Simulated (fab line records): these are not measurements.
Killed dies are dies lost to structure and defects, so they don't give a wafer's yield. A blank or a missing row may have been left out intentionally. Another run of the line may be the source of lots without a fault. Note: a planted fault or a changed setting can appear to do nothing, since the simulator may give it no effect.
The tool behind it: which one? -- flow gf180mcu -- Sampling: 6 lots, 18 wafers, 3 of 602 route steps

WHAT THE GAUGES READ, wafer by wafer
GF_VT_IMPLANT_TW_MEAS_21.
lot,measured,on,VT_IMPLANT_2_TW
L372,day 6 12:19,film metro-01,1216 1214 1216
L374,day 7 04:48,film metro-03,1210 1208 1210
L382,day 9 11:06,film metro-03,1113 1193 1098 1113 1198 1100
L386,day 10 07:25,film metro-02,1231 1225 1229
L390,day 11 06:42,film metro-03,1203 1207 1206
L393,day 12 02:01,film metro-01,1214 1216 1209

WHICH TOOL RAN EACH LOT (tool, then ch and the chambers of the sampled wafers, then the start)
lot,GF_MVPSD_STRIP_10,GF_VT_IMPLANT_IMPLANT_19
L372,"plasma asher-04 ch 0,1, day 5 05:44","implanter-04 ch 0, day 6 12:05"
L374,"plasma asher-02 ch 0,1, day 5 22:49","implanter-04 ch 0, day 7 04:33"
L382,"plasma asher-04 ch 0,1, day 8 00:41","implanter-04 ch 0, day 9 10:51"
L386,"plasma asher-04 ch 0,1, day 8 21:21","implanter-02 ch 0, day 10 07:10"
L390,"plasma asher-04 ch 0,1, day 9 18:54","implanter-02 ch 0, day 11 06:28"
L393,"plasma asher-03 ch 0,1, day 10 12:59","implanter-02 ch 0, day 12 01:49"
- GF_MVPSD_STRIP_10: strips in O2/N2.
- GF_VT_IMPLANT_IMPLANT_19

THE ANSWER, worked out from the rows above alone
Rule: the lots themselves supply what counts as usual. Put in order of their means at a reading, lots are off if they are a third of the lots or fewer, leave a main group of 4 or more, and stand apart from it by a gap of 3 or more times the standard deviation of the main group's means; of several such gaps the widest counts. If all means in a main group match to the digits the tables above print for the reading, that group is not used. A lot without any number at a reading at which 4 lots or more have one is off too. Any other lot the step has rows for is counted as sound.
Off: L382, seen at GF_VT_IMPLANT_TW_MEAS_21 (VT_IMPLANT_2_TW). Mean 1214 and standard deviation 7.8 in the main group.
If a tool, at a process step before that reading, ran all the lots that are off and no sound lot after the first of them, it fits. Gauges at GF_VT_IMPLANT_TW_MEAS_21: tried the same way as those tools. One candidate fits, namely implanter-04 at GF_VT_IMPLANT_IMPLANT_19. Its last sound lot is L374 (day 7 04:33), its first lot that is off L382 (day 9 10:51): a fault that began between those two fits.

WHAT THE SIMULATOR PUT IN
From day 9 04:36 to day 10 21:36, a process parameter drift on implanter-04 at GF_VT_IMPLANT_IMPLANT_19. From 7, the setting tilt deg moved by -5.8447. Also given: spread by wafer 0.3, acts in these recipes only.
Lots struck among those shown: L382. The same result came from the rule above.
